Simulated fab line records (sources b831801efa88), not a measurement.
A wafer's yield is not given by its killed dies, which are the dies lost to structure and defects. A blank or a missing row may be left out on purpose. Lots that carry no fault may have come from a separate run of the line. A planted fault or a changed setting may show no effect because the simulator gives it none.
The same fault as seen by 2 desks    flow gf180mcu    each desk has only its own numbers; what lay behind them comes last

## AT THE METROLOGY DESK
Lot by lot, what the gauges showed, no matter which tool ran the lot: averages of those sampled wafers that carry a number. Marked OUT: a lot whose mean sits more than 4 standard deviations from the usual mean, which makes it out of limits; the brackets give that distance.
Columns: A = PASSIVATION_CVD_00_THK at GF_PASSIVATION_THK_MEAS_01, usual 996 nm; B = PASSIVATION_CVD_02_THK at GF_PASSIVATION_THK_MEAS_03, usual 698 nm
lot   first seen here  A     B
L513  day 28 13:13     992   703
L524  day 31 10:19     998   700
L527  day 32 00:47     1005  698
L532  day 33 11:30     998   706
L535  day 34 00:38     1001  704
L536  day 34 04:52     1011  700
This desk's verdict: no lot among the 6 shows anything out of limits.

## AT THE TOOL OWNER'S DESK: rie_diel-04
The tool's own readings at GF_PASSIVATION_ETCH_11 (etches the open film in CF4/O2, stops on TiN, target depth 1800 nm, time 400 s): means of the sampled wafers that have a number, for each lot that ran on this tool. Marked OUT: a lot whose mean sits more than 4 standard deviations from the usual mean, which makes it out of limits; the brackets give that distance.
Columns: A = bias_w at GF_PASSIVATION_ETCH_11, usual 150.0 W; B = drypump_motor_current_A at GF_PASSIVATION_ETCH_11, usual 5.9 A; C = oes_product_au at GF_PASSIVATION_ETCH_11, usual 0.959 a.u.; D = throttle_valve_pct at GF_PASSIVATION_ETCH_11, usual 5.960 %
lot   first seen here  A                B    C      D
L524  day 32 03:49     150.2            5.7  0.959  5.959
L527  day 32 17:19     126.3 (-58) OUT  5.7  0.944  5.960
L532  day 34 01:30     126.5 (-57) OUT  5.7  0.945  5.962
This desk finds L527, L532 out of limits, L527 being first, at day 32 17:19 (bias_w at GF_PASSIVATION_ETCH_11). In limits: L524.

## TAKEN TOGETHER
On L527, L532, at day 32 17:19, an alarm was possible from the tool owner's desk.
Metrology desk: nothing out of limits seen.
The metrology desk has L527, L532 on record, within its limits.
All the named lots went through GF_PASSIVATION_ETCH_11 on rie_diel-04.

## WHAT THE SIMULATOR HAD PUT IN
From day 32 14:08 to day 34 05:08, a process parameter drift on rie_diel-04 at GF_PASSIVATION_ETCH_11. A move of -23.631 in setting bias_w, from 150. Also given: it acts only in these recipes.
Shown lots that were struck: L527, L532.
Each desk's first reading out of limits, in hours after the fault started: the tool owner's desk, 3.
